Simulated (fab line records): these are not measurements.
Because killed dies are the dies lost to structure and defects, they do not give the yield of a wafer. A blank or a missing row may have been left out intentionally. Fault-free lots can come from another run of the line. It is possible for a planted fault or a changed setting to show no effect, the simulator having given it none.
Problem report, 8D (eight disciplines) form, completed by code -- flow sky130 -- the parts of the form that need people (team, actions taken, sign-off) are left out

== 1. PROBLEM STATEMENT ==
Wafers free of any fault read 0.02706 ohm/sq (standard deviation 0.00027) for METAL5_ALCU_RS at SKY_METAL5_RS_MEAS_05, against a mean of 0.03104 ohm/sq on 2 wafers of 2 lots. That is +15 standard deviations from the usual mean.
The step: measures by four-point-probe.
First observed at day 46 22:43: wafer L357.3, on film_metro-03. The record holds 34 wafers of 12 lots with a number at this step. Rule for "out", or "out of limits": more than 4 standard deviations from the usual mean. The other wafers with a number count as sound.

== 2. WHAT IT IS; WHAT IT IS NOT ==
question,is,is not
which readings at this step,METAL5_ALCU_RS,-
which lots,"L357, L358","L342, L343, L344, L345, L346, L348, L349, L360, L364, L365"
which wafers of those lots,"L357.3, L358.3","L357.2, L358.2"
read on which gauges,"film_metro-03, film_metro-04",film_metro-02
when,from day 46 22:43,"up to then (22 sound wafers); but 10 sound wafers of L358, L360, L364, L365 came after"

== 3. SUSPECTS, AND WHAT RULES EACH OUT ==
Counting: a tool at a process step up to the reading stays a suspect if it ran every lot that is out. Sound lots after the first of them don't rule it out here, since some wafers of a struck lot are sound.
- the gauge at SKY_METAL5_RS_MEAS_05 has been ruled out. 2 gauges (film_metro-03, film_metro-04) read the wafers that are out.
- plasma_asher-02 at SKY_CAP2M_STRIP_14 (strips in O2/N2): kept. Every lot that is out went through it, the first being L357 (day 45 02:24); the last sound lot it ran before that was L343 (day 41 05:39).
- pvd_sputter-03 at SKY_METAL5_SPUTTER_02 (material AlCu, target thk 1150 nm, time 61.2 s): kept. Every lot that is out went through it, the first being L357 (day 46 22:35); the last sound lot it ran before that was L348 (day 44 19:39).
Left after counting: plasma_asher-02 at SKY_CAP2M_STRIP_14, pvd_sputter-03 at SKY_METAL5_SPUTTER_02.

== 4. THE CAUSE (what the simulator had put in) ==
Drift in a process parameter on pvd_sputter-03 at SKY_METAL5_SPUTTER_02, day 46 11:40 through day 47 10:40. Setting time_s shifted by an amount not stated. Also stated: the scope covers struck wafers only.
This tool is one of the 2 suspects left after counting.

== 5. SEQUENCE OF EFFECTS, ordered by route ==
Each row: a reading where the mean over the struck wafers with a number is more than 3 standard deviations away from the usual. Scope: only readings with a usual standard deviation given in the record; hours: median across lots of the time from each lot's start at the first step in this table that gives one to its start at this step; sigmas: change in usual standard deviations.
hours,step,reading,usual,on struck wafers,change,sigmas
0,SKY_METAL5_RS_MEAS_05,METAL5_ALCU_RS,0.02706 ohm/sq,0.03104,+0.00398,+15
5,SKY_METAL5_THK_MEAS_06,METAL5_ALCU_THK,1171 nm,1014,-158,-12
20,SKY_METAL5_METAL_ETCH_15,oes_product_au,0.893 a.u.,0.839,-0.054,-12
It contains these process steps:
- SKY_METAL5_METAL_ETCH_15: etches the open film in Cl2/BCl3, stops on SiO2, target depth 1260 nm, time 252 s.

== 6. WHAT WOULD HAVE CAUGHT IT SOONER ==
Counted from the fault's start at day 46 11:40, it took 11 hours until the first out-of-limits reading at a measuring or inspecting step in this record, taken at day 46 22:43.
No tool reading at SKY_METAL5_SPUTTER_02 that has a usual standard deviation in the record was out on any struck wafer, so an alarm limit of 4 standard deviations on those readings would not have fired.
Among the 2 lots that are out, L358 began SKY_METAL5_SPUTTER_02 on pvd_sputter-03 after day 46 22:43. Holding the tool at that time would have saved it.
